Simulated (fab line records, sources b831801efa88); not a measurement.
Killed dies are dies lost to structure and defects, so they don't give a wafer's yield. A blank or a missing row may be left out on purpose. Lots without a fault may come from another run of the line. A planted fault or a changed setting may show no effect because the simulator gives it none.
Chamber matching | flow sfq_line | SFQ_TRILAYER_I7_CMP_CMP_184 on cmp-02: 4 sister chambers
The step polishes SiO2. 8 wafers are shown with their chamber, then 7 later ones without.

WAFERS WITH THEIR CHAMBER
wafer  | chamber | motor_current_A (A) | retaining_ring_pressure_frac
L504.4 | 2       | 10.2                | 1.001
L507.6 | 3       | 9.1                 | 1.001
L512.3 | 0       | 9.1                 | 1.002
L517.1 | 3       | 9.1                 | 1.001
L517.2 | 1       | 10.6                | 0.992
L517.3 | 2       | 10.2                | 1.005
L524.1 | 0       | 9.5                 | 1.003
L524.2 | 1       | 9.8                 | 1.002

WAFERS WITHOUT THEIR CHAMBER
wafer  | motor_current_A (A) | retaining_ring_pressure_frac
L524.5 | 9.4                 | 1.003
L526.1 | 9.0                 | 1.002
L526.2 | 9.9                 | 0.999
L526.4 | 11.0                | 1.001
L527.1 | 10.1                | 0.999
L527.2 | 10.2                | 0.994
L527.5 | 9.6                 | 0.999

WHICH CHAMBER EACH WENT THROUGH
wafer  | from the rows above               | in truth
L524.5 | can't be placed: 0 or 3           | 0
L526.1 | can't be placed: 3 or 0           | 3
L526.2 | can't be placed: 1 or 2 or 0 or 3 | 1
L526.4 | can't be placed: 2 or 1           | 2
L527.1 | can't be placed: 1 or 2           | 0
L527.2 | can't be placed: 1 or 2           | 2
L527.5 | can't be placed: 0 or 3 or 1 or 2 | 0
Placed correctly: 0 of 7. Can't be placed from these rows: 7 (the true chamber is among the candidates in 6). Placed wrongly: 0.
How it was worked out, from the rows above alone: a wafer's distance from a chamber is the root of the sum, over the readings, of the square of ((its reading less the chamber's mean) divided by the reading's scatter). The wafer belongs to the nearest chamber; if the next one is less than 2 further off, it can't be placed. A chamber's mean is the mean of its shown wafers. The scatter: the root of (the sum of the squares of (reading less its chamber's mean) over the shown wafers, divided by (wafers less chambers)).
